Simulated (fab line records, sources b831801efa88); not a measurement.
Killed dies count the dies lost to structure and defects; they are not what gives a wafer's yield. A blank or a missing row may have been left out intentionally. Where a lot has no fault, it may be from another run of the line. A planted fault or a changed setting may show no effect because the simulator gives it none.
A struck lot beside a sound one + flow gf180mcu + 17 out of 602 route steps
Sound: these wafers, L212.1, L212.2, L212.4. Struck: wafer L216.1 (left out: L216.4, L216.5 of the same lot, which were not struck); the cause appears at the end.
Per side, at each step with rows, come the tool, then ch with its chambers, and then its first start. Under that, the readings that differ: sound wafers + struck wafers + difference of the means + sigmas: that difference in standard deviations of wafers without a fault.
alike: words and numbers the same on both sides, and readings whose means are apart by under 2 such deviations; not compared: readings that were withheld, readings missing a value for some wafer, numbers with overlapping values and no deviation given by the record, and bounds like >300 which may hide the same value.
A row with sigmas, a row that says differs or no value, or rows on one side alone: a step with any of these is where the two part. Non-overlapping numbers with no deviation appear without sigmas and do not part them. Lack of a reading on every wafer of one side parts them only where that side has two or more wafers.

first, 3 steps without rows for these wafers: GF_V2_EXPOSE_11 (exposes mask Via2, target cd 260 nm); GF_V2_PEB_12 (peb time 90 s); GF_V2_DEVELOP_13 (develop time 60 s).
GF_V2_CD_MEAS_14: the cd target is 260 nm.
  sound on cd-sem-02 at day 24 16:15; struck on cd-sem-02 at day 26 00:25
  alike: cd-nm
GF_V2_OVL_MEAS_15:
  sound on overlay-02 at day 24 16:22; struck on overlay-02 at day 26 00:32
  alike: V2_OVL
GF_V2_ETCH_16: etches BARC in N2/H2.
  sound on rie-diel-02 ch 0,2, day 24 16:25; struck on rie-diel-02 ch 2, day 26 00:34
| reading                | sound                | struck | difference | sigmas |
|------------------------|----------------------|--------|------------|--------|
| throttle-valve-pct (%) | 13.200 13.225 13.223 | 13.237 | +0.021     | +2     |
  alike: chamber-pressure-mTorr, drypump-motor-current-A, h2-flow-sccm, oes-product-au
GF_V2_ETCH_17: etches SiO2 in C4F8/O2/Ar, stops on TiN, target depth 630 nm.
  sound: rie-diel-02 ch 0,2; struck: rie-diel-02 ch 2
  alike: chamber-pressure-mTorr, oes-product-au
GF_V2_STRIP_18: strips in O2/N2.
  sound on plasma-asher-01 ch 0,1, day 24 16:32; struck on plasma-asher-04 ch 0, day 26 00:42
  alike: chamber-pressure-mTorr, drypump-motor-current-A, heater-power-w, oes-product-au
  not compared: rf-hours-counter-h
then, 2 steps without rows for these wafers: GF_V2_STRIP_19 (strips in post etch residue remover, time 1200 s); GF_V2_CLEAN_20 (cleans in DIW).
GF_V2_SPUTTER_21: material Ti, target thk 15 nm, time 80.02 s.
  sound on pvd-sputter-02 at day 24 17:05; struck on pvd-sputter-02 at day 26 01:14
| reading                | sound          | struck | difference | sigmas |
|------------------------|----------------|--------|------------|--------|
| throttle-valve-pct (%) | 31.3 30.9 30.4 | 28.1   | -2.8       | -3     |
GF_V2_SPUTTER_22: material TiN, target thk 10 nm, time 40 s.
  sound on pvd-sputter-02 at day 24 17:08; struck on pvd-sputter-02 at day 26 01:18
| reading                | sound          | struck | difference | sigmas |
|------------------------|----------------|--------|------------|--------|
| throttle-valve-pct (%) | 31.7 30.5 30.6 | 28.1   | -2.8       | -3     |
GF_V2_CVD_23: deposits W, target thk 350 nm, time 104.94 s.
  sound on cvd-w-02 ch 0,1, day 24 17:11; struck on cvd-w-01 ch 1, day 26 01:20
| reading                          | sound             | struck | difference | sigmas |
|----------------------------------|-------------------|--------|------------|--------|
| model.W_of_V2_CVD_23.thk-nm (nm) | 352.6 351.1 347.9 | 333.5  | -17.0      |        |
  alike: heater-power-w
  not compared: since-wet-clean-h
GF_V2_RS_MEAS_24: uses a four-point probe to measure.
  sound on film-metro-02 at day 24 17:17; struck on film-metro-01 at day 26 01:27
| reading          | sound                | struck | difference | sigmas |
|------------------|----------------------|--------|------------|--------|
| V2_W_RS (ohm/sq) | 0.3243 0.3262 0.3291 | 0.3449 | +0.0184    | +7     |
GF_V2_THK_MEAS_25: measures by xrf.
  sound on film-metro-02 at day 24 17:25; struck on film-metro-01 at day 26 01:34
| reading       | sound       | struck | difference | sigmas |
|---------------|-------------|--------|------------|--------|
| V2_W_THK (nm) | 350 350 347 | 331    | -18        | -6     |
then, 1 step without rows for these wafers: GF_V2_CMP_26 (polishes, stops on SiO2, t overpolish 15 s, target thk 0 nm).
-- the record jumps here: 7 days lie between the struck wafers' starts before and after (it left off in module V2 and takes up again in module PASSIVATION, whose first step shown is number 602 of the route) --
GF_PASSIVATION_PROBE_99:
  the record has rows for the struck wafers here (prober-01, day 33 10:13) and none for the sound ones

== WHERE THEY PART ==
Earliest at GF_V2_ETCH_16; latest, in this record, at GF_PASSIVATION_PROBE_99.

WHY: the cause the simulator had injected
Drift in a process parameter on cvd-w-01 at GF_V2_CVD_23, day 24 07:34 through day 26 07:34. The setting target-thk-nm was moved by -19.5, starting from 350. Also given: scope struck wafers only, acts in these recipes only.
